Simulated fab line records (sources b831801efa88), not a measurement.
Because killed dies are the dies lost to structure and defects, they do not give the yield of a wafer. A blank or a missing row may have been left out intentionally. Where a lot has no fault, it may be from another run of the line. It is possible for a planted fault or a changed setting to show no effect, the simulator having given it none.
fab line records	flow sky130
[record] lots = 11	wafers = 33	last_day = 50
route steps=708 shown METAL1@454 VIA1@472 METAL2@498 CAPM@537 METAL3@567 PAD_OPEN@708
lots that met no fault: taken from a fault-free run of the same line
start_h: hours from the record's first day to the start of the lot's first wafer shown	wait_h: how many hours have passed since the lot's step before this one	" as in the row above	L1.1+2: a row that stands for several wafers	- no value, or no start given	* or withheld: withheld	< > ~ a bound
route shown NAME@n: names a module that has steps shown in the file, with the first one's number in the route	usual: mean/standard deviation of fault-free wafers	same: alike in all rows	chamber/n: place in a boat	sites: per-site readings	_std_site: their standard deviation	_edge_site: outer sites' mean less inner sites'	radius_mm: how far each site lies from the wafer's centre	mask NAME#n: copy n	behind: the most recent tool/chamber to have shaped the wafer	hold: why the lot went on hold/how many hours it stayed there/how the hold came to an end	device: the n, p or np transistor that did not switch	end of line: the route-end tests of the same wafers	for a step that has no rows: nothing shown but its recipe	killed: dies that structure and defects cost at the first sort, which is not the same as the wafer's yield	map: shows each die of a wafer: x if killed, . if not, _ if none is there
set.NAME: the setting that was run; set.NAME@STEP: the one run at that earlier step	model.NAME: the simulator's own value behind a step, which no gauge read
a sample of lots followed through the steps of the route, with each step as a table and each wafer as a row
services: a tool's chamber out of use, with start hour (start_h, from the record's first day; less than 0 if before it), hours out, and reason
[[steps]]
[step SKY_METAL1_STRIP_20]
[recipe] chemistry = O2/N2	power_w = 1400	pressure_mtorr = 1500	platen_temp_c = withheld	o2_flow_sccm = 3000	n2_flow_sccm = 300	overash_fraction = 0.5
[usual] drypump_motor_current_A = 5.8/0.53	oes_product_au = 0.343/0.005	strip_time_to_endpoint_s = 2.70/0.049
lot.wafer	tool	chamber	start_h	wait_h	drypump_motor_current_A	oes_product_au	rf_hours_counter_h	strip_time_to_endpoint_s
L655.1	plasma_asher-03	1	777.25	0.1	6.5	0.343	96	2.71
L655.3	"	1	"	"	6.5	0.338	-	2.65
L655.6	"	1	"	"	6.5	0.347	-	2.70
L658.2	plasma_asher-04	1	794.50	0.1	5.2	0.344	4	2.76
L658.3	"	1	"	"	5.2	0.333	-	2.63
L658.4	"	0	"	"	6.3	0.346	-	2.74
L657.2	plasma_asher-03	1	797.01	0.1	6.5	0.351	98	2.79
L657.3	"	1	"	"	6.5	0.331	-	2.59
L657.5	"	0	"	"	6.2	0.345	-	2.60
L659.1	plasma_asher-01	1	800.48	0.1	5.7	0.339	68	2.69
L659.5	"	0	"	"	5.2	0.345	-	2.68
L659.6	"	1	"	"	5.7	0.338	-	2.62
L660.2	plasma_asher-04	1	811.35	0.1	5.2	0.336	6	2.67
L660.3	"	0	"	"	6.3	0.352	-	2.70
L660.4	"	1	"	"	5.2	0.350	-	2.69
L661.1	plasma_asher-04	1	817.23	0.1	5.2	0.349	7	2.79
L661.2	"	0	"	"	6.3	0.344	7	2.68
L661.3	"	1	"	"	5.2	0.343	-	2.76
L664.1	plasma_asher-01	0	841.10	0.1	5.2	0.344	72	2.73
L664.4	"	1	"	"	5.7	0.336	-	2.72
L664.5	"	1	"	"	5.7	0.344	-	2.66
L666.2	plasma_asher-03	0	854.75	0.1	6.3	0.343	105	2.65
L666.3	"	0	"	"	6.3	0.345	-	2.70
L666.5	"	1	"	"	6.5	0.347	-	2.64
L669.1	plasma_asher-04	0	873.92	0.1	6.3	0.345	11	2.72
L669.3	"	0	"	"	6.3	0.338	-	2.65
L669.4	"	1	"	"	5.2	0.339	-	2.70
L676.2	plasma_asher-01	0	926.77	0.1	5.1	0.345	83	2.67
L676.3	"	1	"	"	5.7	0.346	-	2.70
L676.6	"	1	"	"	5.7	0.348	-	2.71
L677.1	plasma_asher-01	1	930.05	0.1	5.7	0.342	83	2.67
L677.3	"	0	"	"	5.2	0.347	-	2.83
L677.5	"	1	"	"	5.7	0.333	-	2.73
[step SKY_VIA1_ETCH_14]
[recipe] chemistry = N2/H2	target = BARC	ion_energy_ev = 200	source_w = 500	bias_w = 100	pressure_mtorr = 30	n2_flow_sccm = 100	h2_flow_sccm = 200	stop_on = SiO2	time_s = 45.9	target_depth_a = 600
[usual] drypump_motor_current_A = 5.6/0.38	oes_product_au = 0.855/0.0049	throttle_valve_pct = 13.226/0.0089
lot.wafer	tool	chamber	start_h	wait_h	drypump_motor_current_A	oes_product_au	rf_hours_counter_h	throttle_valve_pct
L655.1	rie_diel-01	0	804.70	0.0	5.8	0.858	18	13.225
L655.3	"	2	"	"	6.2	0.850	15	13.226
L655.6	"	3	"	"	5.4	0.858	-	13.235
L658.2	rie_diel-01	1	822.13	0.0	5.6	0.853	20	13.240
L658.3	"	0	"	"	5.8	0.858	18	13.208
L658.4	"	2	"	"	6.2	0.845	16	13.231
L657.2	rie_diel-02	0	825.01	0.0	5.7	0.858	12	13.232
L657.3	"	1	"	"	5.7	0.860	10	13.217
L657.5	"	3	"	"	5.7	0.863	-	13.228
L659.1	rie_diel-03	3	827.40	0.0	6.1	0.852	1	13.217
L659.5	"	3	"	"	6.1	0.859	-	13.225
L659.6	"	2	"	"	5.0	0.855	-	13.232
L660.2	rie_diel-03	2	838.63	0.0	5.0	0.853	22	13.244
L660.3	"	3	"	"	6.1	0.867	2	13.225
L660.4	"	1	"	"	5.4	0.851	19	13.220
L661.1	rie_diel-02	2	844.53	0.0	5.4	0.858	0	13.220
L661.2	"	0	"	"	5.7	0.856	13	13.225
L661.3	"	3	"	"	5.8	0.855	15	13.222
L664.1	rie_diel-02	2	868.46	0.0	5.4	0.849	1	13.227
L664.4	"	0	"	"	5.7	0.860	13	13.224
L664.5	"	2	"	"	5.4	0.852	-	13.228
L666.2	rie_diel-03	1	881.36	0.0	5.4	0.852	20	13.228
L666.3	"	3	"	"	6.1	0.854	3	13.227
L666.5	"	3	"	"	6.1	0.864	-	13.232
L669.1	rie_diel-02	3	901.31	0.0	5.7	0.863	16	13.225
L669.3	"	1	"	"	5.5	0.849	12	13.221
L669.4	"	0	"	"	5.8	0.852	14	13.232
L676.2	rie_diel-01	0	952.85	0.0	5.8	0.858	23	13.219
L676.3	"	2	"	"	6.2	0.850	19	13.224
L676.6	"	1	"	"	5.6	0.864	-	13.234
L677.1	rie_diel-03	0	955.55	0.0	4.9	0.856	9	13.225
L677.3	"	3	"	"	6.1	0.848	5	13.232
L677.5	"	1	"	"	5.4	0.868	-	13.207
[step SKY_METAL2_CD_MEAS_15]
[recipe] target_cd_nm = 140
[usual] cd_nm = 140.0/1.4
lot.wafer	tool	chamber	start_h	wait_h	cd_nm
L655.1	cd_sem-02	-	832.27	-	139.5
L655.3	"	-	"	"	139.8
L655.6	"	-	"	"	139.4
L658.2	cd_sem-02	-	850.54	-	142.4
L658.3	"	-	"	"	142.4
L658.4	"	-	"	"	140.8
L657.2	cd_sem-02	-	853.58	-	140.5
L657.3	"	-	"	"	139.9
L657.5	"	-	"	"	140.5
L659.1	cd_sem-02	-	855.71	-	140.3
L659.5	"	-	"	"	139.8
L659.6	"	-	"	"	139.7
L660.2	cd_sem-01	-	866.24	-	138.9
L660.3	"	-	"	"	139.6
L660.4	"	-	"	"	139.8
L661.1	cd_sem-02	-	872.42	-	140.1
L661.2	"	-	"	"	140.2
L661.3	"	-	"	"	139.1
L664.1	cd_sem-02	-	895.41	-	139.8
L664.4	"	-	"	"	141.1
L664.5	"	-	"	"	141.7
L666.2	cd_sem-01	-	908.23	-	138.6
L666.3	"	-	"	"	138.8
L666.5	"	-	"	"	141.0
L669.1	cd_sem-02	-	927.61	-	139.1
L669.3	"	-	"	"	138.5
L669.4	"	-	"	"	139.1
L676.2	cd_sem-02	-	979.05	-	137.0
L676.3	"	-	"	"	138.8
L676.6	"	-	"	"	138.1
L677.1	cd_sem-01	-	981.73	-	138.8
L677.3	"	-	"	"	138.2
L677.5	"	-	"	"	139.8
[step SKY_CAPM_CVD_00]
[recipe] material = SiO2	target_thk_nm = 15.5	temp_c = 400	time_s = withheld	rf_w = 450
[usual] heater_power_w = 712/77
lot.wafer	tool	chamber	start_h	wait_h	heater_power_w
L655.1	pecvd-01	2	861.95	0.0	644
L655.3	"	0	"	"	739
L655.6	"	0	"	"	739
L658.2	pecvd-01	1	879.19	0.0	848
L658.3	"	0	"	"	793
L658.4	"	2	"	"	644
L657.2	pecvd-03	2	882.57	0.0	764
L657.3	"	1	"	"	843
L657.5	"	0	"	"	741
L659.1	pecvd-01	1	885.06	0.0	731
L659.5	"	0	"	"	735
L659.6	"	1	"	"	717
L660.2	pecvd-03	0	894.54	0.0	732
L660.3	"	1	"	"	824
L660.4	"	2	"	"	731
L661.1	pecvd-02	2	901.72	0.0	617
L661.2	"	0	"	"	657
L661.3	"	1	"	"	660
L664.1	pecvd-02	1	923.74	0.0	627
L664.4	"	0	"	"	678
L664.5	"	2	"	"	644
L666.2	pecvd-01	1	937.08	0.0	844
L666.3	"	0	"	"	744
L666.5	"	0	"	"	779
L669.1	pecvd-01	0	955.89	0.0	783
L669.3	"	1	"	"	765
L669.4	"	1	"	"	747
L676.2	pecvd-01	2	1005.62	0.0	731
L676.3	"	0	"	"	791
L676.6	"	0	"	"	771
L677.1	pecvd-01	1	1008.69	0.0	821
L677.3	"	2	"	"	692
L677.5	"	0	"	"	763
[step SKY_CAPM_THK_MEAS_01]
[recipe] reads = SiO2_of_CAPM_CVD_00
[usual] CAPM_CVD_00_THK = 15.55/0.26
lot.wafer	tool	chamber	start_h	wait_h	hold	CAPM_CVD_00_THK[nm]
L655.1	film_metro-02	-	861.97	-	-	15.44
L655.3	"	-	"	"	-	15.71
L655.6	"	-	"	"	-	15.45
L658.2	film_metro-02	-	879.22	-	-	15.50
L658.3	"	-	"	"	-	15.35
L658.4	"	-	"	"	-	15.47
L657.2	film_metro-02	-	882.61	-	-	15.21
L657.3	"	-	"	"	-	15.53
L657.5	"	-	"	"	-	16.15
L659.1	film_metro-03	-	885.08	-	-	15.16
L659.5	"	-	"	"	-	15.38
L659.6	"	-	"	"	-	15.52
L660.2	film_metro-02	-	894.57	-	-	15.62
L660.3	"	-	"	"	-	15.54
L660.4	"	-	"	"	-	15.55
L661.1	film_metro-03	-	901.74	-	-	15.40
L661.2	"	-	"	"	-	15.11
L661.3	"	-	"	"	-	15.28
L664.1	film_metro-03	-	923.76	-	-	15.61
L664.4	"	-	"	"	-	15.30
L664.5	"	-	"	"	-	15.38
L666.2	film_metro-02	-	937.11	-	-	15.07
L666.3	"	-	"	"	-	15.46
L666.5	"	-	"	"	-	15.73
L669.1	film_metro-02	-	955.91	-	-	15.34
L669.3	"	-	"	"	-	15.12
L669.4	"	-	"	"	-	15.44
L676.2	film_metro-01	-	1005.65	-	await_dispo/0.2h/release	15.47
L676.3	"	-	"	"	await_dispo/0.2h/release	5.81
L676.6	"	-	"	"	await_dispo/0.2h/release	5.67
L676.2	film_metro-01	-	1005.88	0.2	-	15.52
L676.3	"	-	"	"	-	5.80
L676.6	"	-	"	"	-	5.63
L677.1	film_metro-01	-	1008.71	-	await_dispo/0.2h/release	15.17
L677.3	"	-	"	"	await_dispo/0.2h/release	15.67
L677.5	"	-	"	"	await_dispo/0.2h/release	5.76
L677.1	film_metro-01	-	1009.04	0.3	-	15.15
L677.3	"	-	"	"	-	15.64
L677.5	"	-	"	"	-	5.77
[step SKY_METAL3_ETCH_17]
[recipe] target = SiO2	stop_on = TiN	chemistry = C4F8/O2/Ar	source_w = 1500	bias_w = 1200	pressure_mtorr = 40	c4f8_flow_sccm = withheld	O2_flow_sccm = 6	Ar_flow_sccm = 300	time_s = 3.9	target_depth_a = 150
[usual] oes_product_au = 0.756/0.0078
lot.wafer	tool	chamber	start_h	wait_h	oes_product_au	rf_hours_counter_h
L655.1	rie_diel-03	0	914.49	0.1	0.748	8
L655.3	"	1	"	"	0.752	20
L655.6	"	3	"	"	0.749	-
L658.2	rie_diel-02	3	930.68	0.1	0.753	17
L658.3	"	1	"	"	0.756	13
L658.4	"	2	"	"	0.761	2
L657.2	rie_diel-02	1	934.66	0.1	0.742	13
L657.3	"	0	"	"	0.757	15
L657.5	"	3	"	"	0.777	-
L659.1	rie_diel-02	3	936.98	0.1	0.746	17
L659.5	"	1	"	"	0.756	-
L659.6	"	2	"	"	0.752	-
L660.2	rie_diel-02	0	945.04	0.1	0.759	15
L660.3	"	1	"	"	0.756	13
L660.4	"	3	"	"	0.755	18
L661.1	rie_diel-04	0	952.63	0.1	0.749	22
L661.2	"	2	"	"	0.746	11
L661.3	"	1	"	"	0.747	0
L664.1	rie_diel-04	2	974.86	0.1	0.759	12
L664.4	"	1	"	"	0.744	1
L664.5	"	3	"	"	0.749	-
L666.2	rie_diel-02	3	987.63	0.1	0.737	19
L666.3	"	0	"	"	0.751	17
L666.5	"	3	"	"	0.756	-
L669.1	rie_diel-03	1	1005.23	0.1	0.748	23
L669.3	"	2	"	"	0.755	1
L669.4	"	0	"	"	0.760	11
L676.2	rie_diel-02	2	1052.78	0.1	0.756	6
L676.3	"	0	"	"	0.519	19
L676.6	"	2	"	"	0.519	-
L677.1	rie_diel-03	0	1054.88	0.1	0.741	11
L677.3	"	2	"	"	0.759	2
L677.5	"	2	"	"	0.528	-
[step SKY_PAD_OPEN_PROBE_99]
[usual] defect_limited_yield = 82.4/2	killed_at_M0_to_M3 = 43/6.7	killed_at_M4_up = 3.2/2.1	killed_at_contacts = 25/5.9	killed_at_front_end = 16/4.7	killed_at_other = 0.3/0.54	killed_dies = 87/9.8	killed_open = 47/6.7	killed_short = 40/6.5
[same] gross_dies = 492	killed_at_back_side = 0
lot.wafer	tool	chamber	start_h	wait_h	defect_limited_yield[%]	killed_at_M0_to_M3	killed_at_M4_up	killed_at_contacts	killed_at_front_end	killed_at_other	killed_dies	killed_open	killed_short
L655.1	prober-02	-	1089.26	0.1	83.9	41	2	19	17	0	79	52	27
L655.3	prober-02	-	1089.36	0.2	83.3	41	5	26	10	0	82	40	42
L655.6	prober-02	-	1089.51	0.2	79.1	55	3	30	15	0	103	56	47
L658.2	prober-02	-	1101.56	0.1	82.1	42	5	27	14	0	88	45	43
L658.3	prober-02	-	1101.61	0.2	82.9	47	2	26	9	0	84	51	33
L658.4	prober-02	-	1101.66	0.2	83.9	40	0	21	18	0	79	48	31
L657.2	prober-01	-	1106.30	0.1	83.3	33	3	22	22	2	82	39	43
L657.3	prober-01	-	1106.35	0.2	84.8	32	4	16	23	0	75	37	38
L657.5	prober-01	-	1106.45	0.2	82.1	42	5	30	11	0	88	46	42
L659.1	prober-02	-	1108.55	0.1	80.7	45	3	31	16	0	95	41	54
L659.5	prober-02	-	1108.75	0.2	83.3	47	2	21	12	0	82	52	30
L659.6	prober-02	-	1108.80	0.2	82.9	37	1	31	14	1	84	50	34
L660.2	prober-01	-	1114.56	0.1	83.5	44	5	22	10	0	81	46	35
L660.3	prober-01	-	1114.61	0.2	81.5	50	9	25	7	0	91	42	49
L660.4	prober-01	-	1114.66	0.2	85.8	37	2	18	12	1	70	38	32
L661.1	prober-02	-	1119.24	0.1	83.3	42	7	27	6	0	82	45	36
L661.2	prober-02	-	1119.29	0.1	82.1	46	4	21	17	0	88	42	44
L661.3	prober-02	-	1119.34	0.2	79.9	63	0	22	14	0	99	60	38
L664.1	prober-01	-	1137.29	0.1	83.5	50	2	13	16	0	81	35	46
L664.4	prober-01	-	1137.44	0.2	81.3	49	3	24	16	0	92	51	41
L664.5	prober-01	-	1137.49	0.2	82.7	43	0	26	16	0	85	51	34
L666.2	prober-01	-	1148.45	0.1	84.8	43	2	19	11	0	75	37	38
L666.3	prober-01	-	1148.50	0.2	86.8	32	2	16	15	0	65	34	31
L666.5	prober-01	-	1148.60	0.2	87.0	33	4	15	12	0	64	31	32
L669.1	prober-02	-	1161.40	0.1	84.3	48	1	22	6	0	77	48	29
L669.3	prober-02	-	1161.50	0.2	81.5	60	5	14	12	0	91	44	47
L669.4	prober-02	-	1161.55	0.2	78.9	43	6	34	21	0	104	60	44
L676.2	prober-01	-	1197.80	0.1	86.2	37	2	20	8	1	68	33	35
L676.3	prober-01	-	1197.85	0.2	84.1	43	5	17	12	1	78	39	39
L676.6	prober-01	-	1198.00	0.2	82.1	53	1	12	20	2	88	44	42
L677.1	prober-02	-	1198.95	0.1	86.0	40	3	10	16	0	69	30	37
L677.3	prober-02	-	1199.05	0.2	82.5	39	2	27	18	0	86	45	40
L677.5	prober-02	-	1199.15	0.2	82.9	42	2	21	19	0	84	43	41
// killed by level:class
L655.1 CONTACT:geometric_particle:open=14 METAL1:geometric_particle:short=9 VIA1:geometric_particle:open=8 POLY_GATE:geometric_particle:open=7 VIA2:geometric_particle:open=7 POLY_GATE:geometric_particle:short=4 VIA3:geometric_particle:open=4 FIELD_ISO:geometric_particle:open=3
L655.3 CONTACT:geometric_particle:open=13 METAL1:geometric_particle:short=8 METAL2:geometric_particle:short=8 LI_CONTACT:geometric_particle:open=6 VIA3:geometric_particle:open=6 POLY_GATE:geometric_particle:short=5 VIA1:geometric_particle:open=5 METAL4:geometric_particle:short=5
L655.6 LI_CONTACT:geometric_particle:open=10 VIA1:geometric_particle:open=10 CONTACT:geometric_particle:short=7 CONTACT:geometric_particle:open=7 VIA2:geometric_particle:open=6 METAL1:geometric_particle:short=6 METAL3:geometric_particle:short=6 VIA3:geometric_particle:open=6
L658.2 VIA1:geometric_particle:open=12 CONTACT:geometric_particle:open=10 FIELD_ISO:geometric_particle:open=6 CONTACT:geometric_particle:short=6 METAL1:geometric_particle:short=6 VIA1:geometric_particle:short=6 LOCAL_INTERCONNECT:geometric_particle:short=5 VIA2:geometric_particle:open=5
L658.3 VIA1:geometric_particle:open=16 CONTACT:geometric_particle:open=12 VIA2:geometric_particle:open=6 LI_CONTACT:geometric_particle:open=6 FIELD_ISO:geometric_particle:short=5 VIA1:geometric_particle:short=5 METAL2:geometric_particle:short=5 VIA3:geometric_particle:open=4
L658.4 VIA1:geometric_particle:open=10 CONTACT:geometric_particle:open=9 VIA3:geometric_particle:open=9 POLY_GATE:geometric_particle:short=5 POLY_GATE:geometric_particle:open=5 LI_CONTACT:geometric_particle:open=5 METAL2:geometric_particle:short=5 FIELD_ISO:geometric_particle:short=4
L657.2 FIELD_ISO:geometric_particle:open=9 LI_CONTACT:geometric_particle:open=7 FIELD_ISO:geometric_particle:short=6 CONTACT:geometric_particle:open=6 METAL1:geometric_particle:short=5 VIA1:geometric_particle:open=5 VIA1:geometric_particle:short=5 METAL2:geometric_particle:short=5
L657.3 FIELD_ISO:geometric_particle:open=9 FIELD_ISO:geometric_particle:short=9 VIA1:geometric_particle:open=8 VIA1:geometric_particle:short=7 LI_CONTACT:geometric_particle:open=7 CONTACT:geometric_particle:open=5 POLY_GATE:geometric_particle:short=4 METAL1:geometric_particle:short=4
L657.5 CONTACT:geometric_particle:open=10 LI_CONTACT:geometric_particle:open=9 VIA1:geometric_particle:open=9 VIA2:geometric_particle:short=7 LOCAL_INTERCONNECT:geometric_particle:short=5 VIA1:geometric_particle:short=5 VIA2:geometric_particle:open=4 METAL2:geometric_particle:short=4
L659.1 VIA1:geometric_particle:open=10 METAL1:geometric_particle:short=10 CONTACT:geometric_particle:open=9 CONTACT:geometric_particle:short=7 METAL2:geometric_particle:short=7 VIA2:geometric_particle:open=7 LI_CONTACT:geometric_particle:short=5 LI_CONTACT:geometric_particle:open=5
L659.5 VIA1:geometric_particle:open=13 METAL1:geometric_particle:short=8 VIA3:geometric_particle:open=8 CONTACT:geometric_particle:open=7 VIA2:geometric_particle:open=7 LI_CONTACT:geometric_particle:open=6 CONTACT:geometric_particle:short=5 FIELD_ISO:geometric_particle:open=4
L659.6 LI_CONTACT:geometric_particle:open=9 CONTACT:geometric_particle:open=9 VIA1:geometric_particle:open=8 LOCAL_INTERCONNECT:geometric_particle:short=6 FIELD_ISO:geometric_particle:open=5 VIA2:geometric_particle:open=5 VIA3:geometric_particle:open=5 CONTACT:geometric_particle:short=4
L660.2 LI_CONTACT:geometric_particle:open=10 VIA1:geometric_particle:short=10 VIA2:geometric_particle:open=9 CONTACT:geometric_particle:open=7 VIA3:geometric_particle:open=6 VIA1:geometric_particle:open=5 METAL4:geometric_particle:short=5 CONTACT:geometric_particle:short=4
L660.3 VIA1:geometric_particle:open=17 METAL1:geometric_particle:short=9 LI_CONTACT:geometric_particle:open=8 CONTACT:geometric_particle:short=7 METAL4:geometric_particle:short=6 VIA1:geometric_particle:short=5 LI_CONTACT:geometric_particle:short=4 VIA2:geometric_particle:open=4
L660.4 LI_CONTACT:geometric_particle:open=7 VIA3:geometric_particle:open=7 VIA2:geometric_particle:open=7 VIA1:geometric_particle:short=6 METAL1:geometric_particle:short=5 CONTACT:geometric_particle:open=5 VIA1:geometric_particle:open=4 FIELD_ISO:geometric_particle:open=3
L661.1 LI_CONTACT:geometric_particle:open=13 VIA1:geometric_particle:open=13 VIA3:geometric_particle:open=6 METAL4:geometric_particle:short=6 METAL2:geometric_particle:short=5 CONTACT:geometric_particle:short=5 LI_CONTACT:geometric_particle:short=5 METAL1:geometric_particle:short=5
L661.2 VIA1:geometric_particle:open=10 LI_CONTACT:geometric_particle:open=7 CONTACT:geometric_particle:open=7 METAL1:geometric_particle:short=6 METAL2:geometric_particle:short=6 VIA3:geometric_particle:open=5 VIA1:geometric_particle:short=5 POLY_GATE:geometric_particle:short=4
L661.3 VIA1:geometric_particle:open=15 METAL1:geometric_particle:short=11 VIA2:geometric_particle:open=10 CONTACT:geometric_particle:open=9 VIA3:geometric_particle:open=8 LI_CONTACT:geometric_particle:open=7 METAL2:geometric_particle:short=7 VIA1:geometric_particle:short=5
L664.1 VIA1:geometric_particle:short=9 VIA1:geometric_particle:open=9 VIA2:geometric_particle:short=6 METAL1:geometric_particle:short=5 METAL2:geometric_particle:short=5 POLY_GATE:geometric_particle:open=4 POLY_GATE:geometric_particle:short=4 CONTACT:geometric_particle:open=4
L664.4 VIA1:geometric_particle:open=17 CONTACT:geometric_particle:open=9 CONTACT:geometric_particle:short=8 VIA2:geometric_particle:open=7 FIELD_ISO:geometric_particle:open=5 FIELD_ISO:geometric_particle:short=4 POLY_GATE:geometric_particle:short=4 VIA1:geometric_particle:short=4
L664.5 VIA1:geometric_particle:open=15 CONTACT:geometric_particle:open=11 LI_CONTACT:geometric_particle:open=8 VIA2:geometric_particle:open=6 METAL1:geometric_particle:short=5 METAL3:geometric_particle:short=4 FIELD_ISO:geometric_particle:short=4 FIELD_ISO:geometric_particle:open=4
L666.2 CONTACT:geometric_particle:open=8 VIA1:geometric_particle:short=8 METAL1:geometric_particle:short=7 LI_CONTACT:geometric_particle:open=6 VIA2:geometric_particle:short=6 VIA1:geometric_particle:open=5 VIA3:geometric_particle:open=5 FIELD_ISO:geometric_particle:open=4
L666.3 FIELD_ISO:geometric_particle:open=6 METAL1:geometric_particle:short=6 VIA1:geometric_particle:open=6 VIA3:geometric_particle:open=6 POLY_GATE:geometric_particle:short=5 LOCAL_INTERCONNECT:geometric_particle:short=5 LI_CONTACT:geometric_particle:open=3 CONTACT:geometric_particle:open=3
L666.5 CONTACT:geometric_particle:open=8 VIA1:geometric_particle:open=6 FIELD_ISO:geometric_particle:short=4 POLY_GATE:geometric_particle:open=4 METAL1:geometric_particle:short=4 VIA2:geometric_particle:open=4 VIA3:geometric_particle:open=4 POLY_GATE:geometric_particle:short=3
L669.1 VIA1:geometric_particle:open=18 CONTACT:geometric_particle:open=11 VIA1:geometric_particle:short=9 VIA2:geometric_particle:open=6 METAL1:geometric_particle:short=5 LI_CONTACT:geometric_particle:open=4 LI_CONTACT:geometric_particle:short=3 CONTACT:geometric_particle:short=3
L669.3 VIA3:geometric_particle:open=9 VIA1:geometric_particle:short=8 LI_CONTACT:geometric_particle:open=7 METAL1:geometric_particle:short=7 VIA1:geometric_particle:open=7 FIELD_ISO:geometric_particle:short=6 VIA2:geometric_particle:open=6 VIA2:geometric_particle:short=6
L669.4 CONTACT:geometric_particle:open=13 LI_CONTACT:geometric_particle:open=10 FIELD_ISO:geometric_particle:open=8 VIA2:geometric_particle:open=8 VIA1:geometric_particle:open=7 LOCAL_INTERCONNECT:geometric_particle:short=6 METAL1:geometric_particle:short=6 FIELD_ISO:geometric_particle:short=5
L676.2 METAL2:geometric_particle:short=9 LI_CONTACT:geometric_particle:open=6 VIA1:geometric_particle:open=6 CONTACT:geometric_particle:open=5 VIA3:geometric_particle:open=5 CONTACT:geometric_particle:short=4 METAL1:geometric_particle:short=4 VIA2:geometric_particle:open=4
L676.3 VIA1:geometric_particle:open=7 VIA3:geometric_particle:open=7 LI_CONTACT:geometric_particle:open=6 METAL2:geometric_particle:short=5 VIA2:geometric_particle:open=5 VIA2:geometric_particle:short=5 FIELD_ISO:geometric_particle:short=4 VIA1:geometric_particle:short=4
L676.6 VIA1:geometric_particle:open=11 METAL1:geometric_particle:short=7 FIELD_ISO:geometric_particle:short=6 METAL2:geometric_particle:short=6 VIA3:geometric_particle:open=6 VIA2:geometric_particle:open=5 FIELD_ISO:geometric_particle:open=4 LI_CONTACT:geometric_particle:open=4
L677.1 METAL1:geometric_particle:short=8 VIA3:geometric_particle:open=6 METAL2:geometric_particle:short=5 VIA2:geometric_particle:open=5 VIA2:geometric_particle:short=4 POLY_GATE:geometric_particle:short=4 FIELD_ISO:geometric_particle:open=3 POLY_GATE:geometric_particle:open=3
L677.3 LI_CONTACT:geometric_particle:open=9 VIA1:geometric_particle:open=8 LOCAL_INTERCONNECT:geometric_particle:short=6 VIA2:geometric_particle:open=6 VIA3:geometric_particle:open=6 FIELD_ISO:geometric_particle:short=5 CONTACT:geometric_particle:short=5 CONTACT:geometric_particle:open=5
L677.5 VIA2:geometric_particle:open=12 FIELD_ISO:geometric_particle:open=7 CONTACT:geometric_particle:short=7 VIA1:geometric_particle:open=7 FIELD_ISO:geometric_particle:short=6 LI_CONTACT:geometric_particle:open=6 CONTACT:geometric_particle:open=5 VIA1:geometric_particle:short=5
[[services]]
tool	chamber	start_h	hours	kind
plasma_asher-01	-	755.24	1.5	repair
rie_diel-02	3	761.87	1.3	repair
plasma_asher-04	-	767.32	0.8	repair
plasma_asher-04	-	777.62	2.9	repair
pecvd-01	0	788.67	2.1	repair
rie_diel-02	2	794.00	6.2	repair
plasma_asher-01	-	818.45	2.8	pm
pecvd-01	2	825.82	10.0	repair
rie_diel-03	-	836.84	0.4	repair
rie_diel-02	3	855.26	2.9	repair
rie_diel-03	-	861.77	1.4	repair
rie_diel-03	-	886.14	3.2	repair
rie_diel-03	1	888.87	10.9	repair
rie_diel-03	2	898.28	5.9	repair
rie_diel-03	-	917.42	1.2	repair
pecvd-01	0	921.39	5.8	repair
rie_diel-03	2	926.21	9.5	repair
rie_diel-02	2	949.96	18.0	repair
pecvd-01	-	1003.44	0.3	repair
rie_diel-02	1	1003.99	8.1	repair
rie_diel-02	-	1019.92	0.9	repair
rie_diel-03	-	1024.52	27.2	repair
rie_diel-03	-	1051.73	2.8	pm
pecvd-01	-	1053.28	0.5	repair
[[key]]
[first_sign] step = SKY_CAPM_THK_MEAS_01	reading = visit	direction = added
[effect] step = SKY_CAPM_THK_MEAS_01	reading = CAPM_CVD_00_THK	direction = down	sigmas = 38	usual = 15.55	struck = 5.75
[effect] step = SKY_METAL3_ETCH_17	reading = oes_product_au	direction = down	sigmas = 30	usual = 0.756	struck = 0.522
met_at SKY_CAPM_CVD_00
struck_lots L676,L677
struck_wafers L676.3,L676.6,L677.5
not_acting_at SKY_METAL1_STRIP_20,SKY_VIA1_ETCH_14,SKY_METAL2_CD_MEAS_15
onset_between 955.89 1005.62
[fault] kind = process_parameter_drift	tool = pecvd-01	chamber = 0	onset_h = 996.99	steps = SKY_CAPM_CVD_00	channel = time_s	offset = withheld	shape = step	end_h = 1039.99	acts_in = *
